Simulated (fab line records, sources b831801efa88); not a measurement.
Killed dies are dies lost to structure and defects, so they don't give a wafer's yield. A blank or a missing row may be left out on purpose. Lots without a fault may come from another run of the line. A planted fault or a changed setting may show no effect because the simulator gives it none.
Which tool did it? | flow sky130 | 12 lots, 36 wafers sampled, at 5 steps of a route of 708

WHAT THE GAUGES READ, wafer by wafer
SKY_POLY_CUT_CD_MEAS_08: target cd 270 nm. Usual: cd_nm 270.2 nm, standard deviation 1.4.
lot  | measured     | on        | cd_nm (nm)        | flag
L267 | day 24 02:04 | cd_sem-01 | 269.6 269.7 268.7 |
L269 | day 25 07:31 | cd_sem-01 | 269.9 272.3 271.3 |
L271 | day 26 08:25 | cd_sem-02 | 270.2 271.3 271.2 |
L273 | day 26 20:34 | cd_sem-01 | 268.2 270.3 269.8 |
L274 | day 27 09:04 | cd_sem-01 | 269.9 268.6 270.1 |
L275 | day 27 09:59 | cd_sem-02 | 269.5 271.0 270.1 |
L276 | day 28 01:41 | cd_sem-01 | 270.9 270.5 271.6 |
L277 | day 28 13:14 | cd_sem-01 | 271.7 270.9 271.2 |
L282 | day 30 20:37 | cd_sem-02 | 268.3 268.0 268.9 |
L289 | day 32 10:00 | cd_sem-02 | 269.9 270.5 269.3 |
L288 | day 32 12:19 | cd_sem-02 | 272.6 270.8 273.0 |
L290 | day 32 16:01 | cd_sem-02 | 272.0 271.9 272.3 |

SKY_SD_N_RS_MEAS_17: measures by four-point-probe. Usual: SD_P_RS 147.0 ohm/sq, standard deviation 0.4.
lot  | measured     | on            | SD_P_RS (ohm/sq)  | flag
L267 | day 27 20:32 | film_metro-02 | 147.1 147.2 147.0 |
L269 | day 29 01:02 | film_metro-04 | 147.1 147.0 146.4 |
L271 | day 30 00:31 | film_metro-04 | 146.5 146.7 147.1 |
L273 | day 30 13:24 | film_metro-04 | 147.1 147.1 146.2 |
L274 | day 31 00:19 | film_metro-01 | 147.3 147.0 146.7 |
L275 | day 31 01:53 | film_metro-02 | 147.5 147.3 147.0 |
L276 | day 31 17:02 | film_metro-02 | 147.1 146.8 146.6 |
L277 | day 32 02:25 | film_metro-02 | 147.1 146.8 147.4 |
L282 | day 34 05:59 | film_metro-04 | 148.1 147.7 148.3 |
L289 | day 35 17:40 | film_metro-04 | 147.0 146.5 147.2 |
L288 | day 35 22:22 | film_metro-02 | 146.8 146.8 146.5 |
L290 | day 36 01:43 | film_metro-04 | 146.2 146.8 147.1 |

SKY_LI_CONTACT_BOW_MEAS_03. Usual: LI_CONTACT_BOW 59 um, standard deviation 7.7.
lot  | measured     | on            | LI_CONTACT_BOW (um) | flag
L267 | day 27 21:38 | film_metro-04 | 67 63 63            |
L269 | day 29 01:46 | film_metro-02 | 55 63 62            |
L271 | day 30 01:22 | film_metro-04 | 61 58 64            |
L273 | day 30 14:11 | film_metro-04 | 61 55 55            |
L274 | day 31 01:02 | film_metro-01 | 56 57 60            |
L275 | day 31 02:36 | film_metro-01 | 63 72 57            |
L276 | day 31 17:46 | film_metro-01 | 54 52 49            |
L277 | day 32 03:31 | film_metro-02 | 43 55 61            |
L282 | day 34 06:43 | film_metro-02 | 65 67 47            |
L289 | day 35 18:23 | film_metro-04 | 64 59 57            |
L288 | day 35 23:05 | film_metro-01 | 56 48 57            |
L290 | day 36 02:26 | film_metro-04 | 69 50 57            |

WHICH TOOL RAN EACH LOT (tool, then ch and the chambers of the sampled wafers, then the start)
lot  | SKY_POLY_CUT_ETCH_10               | SKY_SD_P_IMPLANT_09
L267 | rie_diel-01 ch 0,2,3, day 24 02:14 | implanter-01 ch 0, day 25 08:05
L269 | rie_diel-03 ch 1,2, day 25 07:41   | implanter-04 ch 0, day 26 13:37
L271 | rie_diel-03 ch 1,3, day 26 08:32   | implanter-02 ch 0, day 27 13:41
L273 | rie_diel-02 ch 1,2, day 26 20:43   | implanter-01 ch 0, day 28 02:07
L274 | rie_diel-01 ch 1,2,3, day 27 09:11 | implanter-01 ch 0, day 28 14:50
L275 | rie_diel-02 ch 1,2, day 27 10:08   | implanter-04 ch 0, day 28 16:00
L276 | rie_diel-01 ch 0,1,2, day 28 01:50 | implanter-02 ch 0, day 29 07:46
L277 | rie_diel-01 ch 0,1, day 28 13:22   | implanter-01 ch 0, day 29 17:56
L282 | rie_diel-02 ch 0,1,3, day 30 20:47 | implanter-01 ch 0, day 31 23:50
L289 | rie_diel-02 ch 0,1,3, day 32 10:10 | implanter-02 ch 0, day 33 12:53
L288 | rie_diel-01 ch 0,2,3, day 32 12:26 | implanter-02 ch 0, day 33 15:40
L290 | rie_diel-03 ch 1,2, day 32 16:09   | implanter-04 ch 0, day 33 19:28
- SKY_POLY_CUT_ETCH_10: etches BARC in N2/H2, stops on SiO2, time 45.9 s, target depth 60 nm.
- SKY_SD_P_IMPLANT_09

WHAT THE TOOLS THEMSELVES READ (means of the sampled wafers that have a number; where no wafer has one, the mark that the record gives instead)
SKY_POLY_CUT_ETCH_10. Usual: chamber_pressure_mTorr 29.999 mTorr, standard deviation 0.03; drypump_motor_current_A 5.6 A, standard deviation 0.46; n2_flow_sccm 99.9 sccm, standard deviation 0.31; oes_product_au 0.855 a.u., standard deviation 0.0047; throttle_valve_pct 13.225 %, standard deviation 0.0086.
lot  | tool        | chamber_pressure_mTorr (mTorr) | drypump_motor_current_A (A) | n2_flow_sccm (sccm) | oes_product_au (a.u.) | throttle_valve_pct (%) | flag
L267 | rie_diel-01 | 29.980                         | 5.6                         | 99.9                | 0.852                 | 13.220                 |
L269 | rie_diel-03 | 29.982                         | 5.9                         | 99.7                | 0.854                 | 13.230                 |
L271 | rie_diel-03 | 30.015                         | 6.1                         | 100.0               | 0.856                 | 13.229                 |
L273 | rie_diel-02 | 29.975                         | 6.2                         | 100.2               | 0.855                 | 13.222                 |
L274 | rie_diel-01 | 29.985                         | 5.4                         | 99.8                | 0.856                 | 13.229                 |
L275 | rie_diel-02 | 29.970                         | 6.1                         | 100.3               | 0.855                 | 13.231                 |
L276 | rie_diel-01 | 30.019                         | 5.5                         | 99.9                | 0.855                 | 13.227                 |
L277 | rie_diel-01 | 30.001                         | 5.3                         | 99.6                | 0.851                 | 13.222                 |
L282 | rie_diel-02 | 29.981                         | 5.4                         | 100.1               | 0.853                 | 13.222                 |
L289 | rie_diel-02 | 29.999                         | 5.4                         | 99.9                | 0.856                 | 13.227                 |
L288 | rie_diel-01 | 30.006                         | 5.6                         | 100.0               | 0.857                 | 13.224                 |
L290 | rie_diel-03 | 29.985                         | 5.9                         | 99.8                | 0.856                 | 13.226                 |

THE ANSWER, worked out from the rows above alone
Rule: a lot is off if the mean of its wafers that have a number lies more than 3 standard deviations from the usual mean. A lot without any number at a reading at which 4 lots or more have one is off too. The other lots that the step has rows for count as sound. The gauges are gone through in route order, then the tools' own readings, and for those a lot's mean is taken as printed above. The first step at which some lot is off is used, and at that step the reading that is off furthest; a lot without a number counts as furthest.
No lot is off at any reading shown: from this, nothing can be told.

WHAT THE SIMULATOR HAD PUT IN
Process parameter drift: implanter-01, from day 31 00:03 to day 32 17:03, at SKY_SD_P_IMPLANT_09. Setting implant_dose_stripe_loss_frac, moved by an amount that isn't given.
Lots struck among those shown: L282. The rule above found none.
